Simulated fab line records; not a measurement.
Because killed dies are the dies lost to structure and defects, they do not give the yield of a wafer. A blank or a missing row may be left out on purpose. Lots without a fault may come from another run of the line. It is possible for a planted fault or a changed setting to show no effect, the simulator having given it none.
Struck lot and sound lot, side by side | flow gf180mcu | 15 out of 602 route steps
Sound: these wafers, L178.1, L178.4, L178.6. Wafers struck: L177.1, L177.4, L177.6. At the end, the cause is stated.
For every step that has rows: the tool of each side, followed by ch and its chambers, followed by its first start. Under that, the readings that differ: sound wafers | struck wafers | difference of the means | sigmas: that difference in standard deviations of wafers without a fault.
alike: readings whose means differ by less than 2 such deviations, and words and numbers that are the same on both sides. not compared: withheld readings, readings that some wafer has no value for, bounds like >300 that may hide the same value, and numbers for which the record gives no deviation and whose values overlap.
Wherever a step has rows on one side only, a row that says differs or no value, or a row with sigmas, the two part there. Numbers that have no deviation but don't overlap get no sigmas and don't part them. Lack of a reading on every wafer of one side parts them only where that side has two or more wafers.

first, 6 steps without rows for these wafers: GF_HV_LDD_HMDS_40 (prime time 60 s); GF_HV_LDD_COAT_41 (resist thk 1000 nm); GF_HV_LDD_SOFTBAKE_42 (time 60 s); GF_HV_LDD_EXPOSE_43 (exposes mask Pplus HV AREA, target cd 400 nm); GF_HV_LDD_PEB_44; GF_HV_LDD_DEVELOP_45 (develop time 60 s).
GF_HV_LDD_CD_MEAS_46 targets a cd of 400 nm.
  struck on cd-sem-01, day 17 20:25; sound on cd-sem-02, day 17 23:10
  alike: cd-nm
GF_HV_LDD_OVL_MEAS_47:
  struck on overlay-01, day 17 20:32; sound on overlay-01, day 17 23:17
  alike: HV_LDD_03_OVL
after that, 1 step had no rows for these wafers: GF_HV_LDD_IMPLANT_48.
GF_HV_LDD_STRIP_49: strips in O2/N2.
  sound on plasma-asher-04 ch 1, day 17 23:28; struck on plasma-asher-02 ch 0,1, day 17 20:43
  reading            | sound       | struck      | difference | sigmas
  heater-power-w (W) | 302 302 307 | 436 397 406 | +109       | +2
  alike: drypump-motor-current-A, n2-flow-sccm, o2-flow-sccm, oes-product-au, strip-time-to-endpoint-s
  not compared: rf-hours-counter-h
GF_HV_LDD_TW_MEAS_50:
  struck on film-metro-01, day 17 20:49; sound on film-metro-03, day 17 23:34
  reading     | sound       | struck      | difference | sigmas
  HV_LDD_4_TW | 580 578 581 | 560 562 562 | -18        | -2
then, 1 step without rows for these wafers: GF_HV_LDD_CLEAN_51 (cleans in SC1/SC2, time 150 s).
GF_HV_LDD_RTA_52: time 10 s.
  sound on rtp-anneal-02 ch 0, day 17 23:41; struck on rtp-anneal-02, day 17 20:56
  no value came back on the struck wafers for anneal-temp-c-max, chamber-o2-ppm, lamp-power-pct (%), wafer_temp_C_max; on the sound wafers anneal-temp-c-max reads 1003.8 1002.6 1003.7
GF_HV_LDD_RS_MEAS_53: measurement is done with a four-point probe.
  struck on film-metro-03, day 17 21:00; sound on film-metro-04, day 17 23:45
  reading            | sound             | struck | difference                    | sigmas
  HV_LDD_RS (ohm/sq) | 419.0 418.9 418.4 | - - -  | no value on the struck wafers |
then, 1 step without rows for these wafers: GF_HV_LDD_CVD_54 (deposits SiO2 from TEOS, target thk 10 nm, time 75 s).

## WHERE THEY PART
At GF_HV_LDD_STRIP_49 first; at GF_HV_LDD_RS_MEAS_53 last (within this record only).

WHY: whatever the simulator had introduced
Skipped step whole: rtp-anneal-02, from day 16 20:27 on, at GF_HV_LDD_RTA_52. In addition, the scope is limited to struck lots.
